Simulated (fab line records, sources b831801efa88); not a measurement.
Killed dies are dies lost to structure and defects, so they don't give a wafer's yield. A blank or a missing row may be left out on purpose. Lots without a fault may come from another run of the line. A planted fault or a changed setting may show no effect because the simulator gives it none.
Chamber matching | flow gf180mcu | GF_V3_CVD_02 on pecvd-03: 3 sister chambers
The step deposits SiO2 from TEOS, target thk 850 nm, time 94.851 s. 3 wafers are shown with their chamber, then 11 later ones without.

WAFERS WITH THEIR CHAMBER
wafer  | chamber | heater_power_w (W)
L086.5 | 0       | 680
L086.6 | 2       | 630
L088.1 | 1       | 607

WAFERS WITHOUT THEIR CHAMBER
wafer  | heater_power_w (W)
L088.3 | 780
L088.4 | 676
L091.1 | 642
L091.2 | 655
L091.3 | 716
L095.1 | 634
L095.2 | 768
L095.3 | 660
L097.2 | 603
L097.4 | 638
L097.6 | 785

WHICH CHAMBER EACH WENT THROUGH
wafer  | from the rows above          | in truth
L088.3 | can't be placed: 0 or 2 or 1 | 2
L088.4 | can't be placed: 0 or 2 or 1 | 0
L091.1 | can't be placed: 2 or 1 or 0 | 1
L091.2 | can't be placed: 0 or 2 or 1 | 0
L091.3 | can't be placed: 0 or 2 or 1 | 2
L095.1 | can't be placed: 2 or 1 or 0 | 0
L095.2 | can't be placed: 0 or 2 or 1 | 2
L095.3 | can't be placed: 0 or 2 or 1 | 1
L097.2 | can't be placed: 1 or 2 or 0 | 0
L097.4 | can't be placed: 2 or 1 or 0 | 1
L097.6 | can't be placed: 0 or 2 or 1 | 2
Placed correctly: 0 of 11. Can't be placed from these rows: 11 (the true chamber is among the candidates in 11). Placed wrongly: 0.
How it was worked out, from the rows above alone: a wafer's distance from a chamber is the root of the sum, over the readings, of the square of ((its reading less the chamber's mean) divided by the reading's scatter). The wafer belongs to the nearest chamber; if the next one is less than 2 further off, it can't be placed. A chamber's mean is the mean of its shown wafers. The scatter: with one shown wafer a chamber, the root of the mean of the squares of how far each hidden wafer lies from its nearest shown one.
